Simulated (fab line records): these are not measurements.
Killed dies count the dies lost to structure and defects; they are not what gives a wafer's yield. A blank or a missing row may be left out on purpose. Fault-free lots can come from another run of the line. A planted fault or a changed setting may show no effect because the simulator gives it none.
Chamber matching | flow sky130 | SKY_VIA4_CMP_21 on cmp-01 has 4 sister chambers
The step polishes, stops on SiO2, t overpolish 25 s, target thk 0 nm. 16 wafers are shown with their chamber, then 8 later ones without.

WAFERS, EACH WITH ITS CHAMBER
wafer  | chamber | motor current A (A) | time to endpoint s (s) | overpolish run s (s)
L965.2 | 2       | 12.9                | 126                    | 25.000
L965.4 | 0       | 10.4                | 128                    | 24.996
L965.5 | 3       | 12.6                | 126                    | 24.995
L966.1 | 0       | 10.5                | 128                    | 24.992
L966.2 | 3       | 12.5                | 126                    | 25.026
L966.4 | 1       | 10.8                | 120                    | 25.000
L970.1 | 3       | 12.2                | 120                    | 25.017
L970.3 | 2       | 12.8                | 117                    | 25.002
L970.6 | 3       | 12.6                | 119                    | 25.008
L972.1 | 2       | 14.4                | 123                    | 25.003
L972.5 | 0       | 10.6                | 122                    | 24.995
L972.6 | 1       | 11.6                | 114                    | 25.016
L973.1 | 1       | 11.0                | 120                    | 25.007
L973.4 | 2       | 14.0                | 126                    | 24.995
L973.6 | 2       | 13.1                | 126                    | 25.011
L974.1 | 3       | 12.8                | 121                    | 24.999

SIGNATURES (averages over the wafers above)
reading            | chamber 0 | chamber 1 | chamber 2 | chamber 3 | scatter within a chamber
motor current A    | 10.500    | 11.133    | 13.440    | 12.540    | 0.466
time to endpoint s | 126.00    | 118.00    | 123.60    | 122.40    | 3.59
overpolish run s   | 24.99433  | 25.00767  | 25.00220  | 25.00900  | 0.00877
Rule: for each reading, subtract the chamber's mean from the wafer's reading, divide by that reading's scatter and square the result; add these up over the readings and take the root, which gives the wafer's distance from the chamber. The wafer belongs to the nearest chamber; if the next one is less than 2 further off, it can't be placed. The scatter: the root of (the sum of the squares of (reading less its chamber's mean) over the shown wafers, divided by (wafers less chambers)).

WAFERS WITHOUT THEIR CHAMBER
wafer  | motor current A (A) | time to endpoint s (s) | overpolish run s (s)
L974.4 | 11.3                | 120                    | 25.021
L974.5 | 11.7                | 121                    | 24.997
L980.1 | 10.5                | 126                    | 24.987
L980.2 | 13.9                | 130                    | 24.980
L980.3 | 10.5                | 116                    | 25.003
L986.2 | 13.3                | 124                    | 24.986
L986.3 | 12.2                | 122                    | 24.999
L986.6 | 13.5                | 125                    | 25.011

EACH ONE'S CHAMBER
wafer  | from the rows above               | in truth
L974.4 | can't be placed: 1 or 3           | 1
L974.5 | can't be placed: 1 or 3 or 0 or 2 | 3
L980.1 | 0                                 | 0
L980.2 | can't be placed: 2 or 3           | 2
L980.3 | can't be placed: 1 or 0           | 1
L986.2 | can't be placed: 2 or 3           | 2
L986.3 | can't be placed: 3 or 2 or 1      | 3
L986.6 | can't be placed: 2 or 3           | 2
Correctly placed: 1 of 8. From these rows, 7 cannot be placed; in 7 the true chamber is one of the candidates. Number placed wrongly: 0.
